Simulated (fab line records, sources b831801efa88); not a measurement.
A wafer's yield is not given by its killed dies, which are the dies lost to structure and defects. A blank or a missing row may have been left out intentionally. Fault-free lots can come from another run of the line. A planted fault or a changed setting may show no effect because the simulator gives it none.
One fault through the eyes of 2 desks | flow gf180mcu | what lay behind the numbers comes last; until then each desk has only its own

== METROLOGY DESK ==
Lot by lot, what the gauges showed, no matter which tool ran the lot: averages of those sampled wafers that carry a number. The brackets show how far a lot's mean lies from the usual mean; more than 4 standard deviations puts the lot out of limits, marked OUT.
Columns: A = cdNm at GF_M3_CD_MEAS_14, usual 280.7 nm; B = M3_OVL at GF_M3_OVL_MEAS_15, usual 0 nm; C = V3_OVL at GF_V3_OVL_MEAS_15, usual -2 nm
lot  | first seen here | A     | B  | C
L973 | day 21 04:31    | 281.0 | -2 | -4
L974 | day 21 16:13    | 280.0 | 2  | 0
L975 | day 21 21:53    | 282.1 | 2  | 2
L976 | day 22 11:11    | 283.1 | 3  | 3
L977 | day 22 20:34    | 280.3 | 5  | 1
L978 | day 23 05:01    | 283.0 | 4  | -4
L979 | day 23 09:23    | 280.6 | -6 | 1
L980 | day 23 19:19    | 282.8 | -2 | -3
L981 | day 23 23:23    | 279.1 | -5 | -5
L982 | day 24 15:56    | 281.8 | -1 | -1
L987 | day 26 07:48    | 280.7 | 5  | 4
L993 | day 28 02:05    | 279.5 | 2  | 2
L995 | day 28 13:48    | 281.3 | -5 | -3
Finding of this desk: none of the 13 lots has anything out of limits.

== TOOL OWNER'S DESK, cmp-01 ==
The tool's own readings at GF_V3_CMP_04 (polishes SiO2): means of the sampled wafers that have a number, for each lot that ran on this tool. The brackets show how far a lot's mean lies from the usual mean; more than 4 standard deviations puts the lot out of limits, marked OUT.
Columns: A = motorCurrentA at GF_V3_CMP_04, usual 11.6 A; B = platenRpm at GF_V3_CMP_04, usual 60.00 rpm; C = slurryFlowMlMin at GF_V3_CMP_04, usual 150.0; D = timeToEndpointS at GF_V3_CMP_04, usual 80 s
lot  | first seen here | A    | B     | C     | D
L976 | day 22 12:26    | 11.4 | 59.98 | 149.8 | 77
L979 | day 23 10:32    | 11.9 | 60.03 | 149.8 | 84
L980 | day 23 20:31    | 10.9 | 60.01 | 150.3 | 80
L982 | day 24 17:00    | 11.8 | 60.00 | 150.0 | 70
L987 | day 26 09:03    | 12.2 | 59.94 | 150.1 | 62
Finding of this desk: none of the 5 lots has anything out of limits.

== TAKEN TOGETHER ==
Metrology desk: nothing out of limits seen.
The desk of the tool owner found nothing out of limits.

== WHAT HAD BEEN PUT IN BY THE SIMULATOR ==
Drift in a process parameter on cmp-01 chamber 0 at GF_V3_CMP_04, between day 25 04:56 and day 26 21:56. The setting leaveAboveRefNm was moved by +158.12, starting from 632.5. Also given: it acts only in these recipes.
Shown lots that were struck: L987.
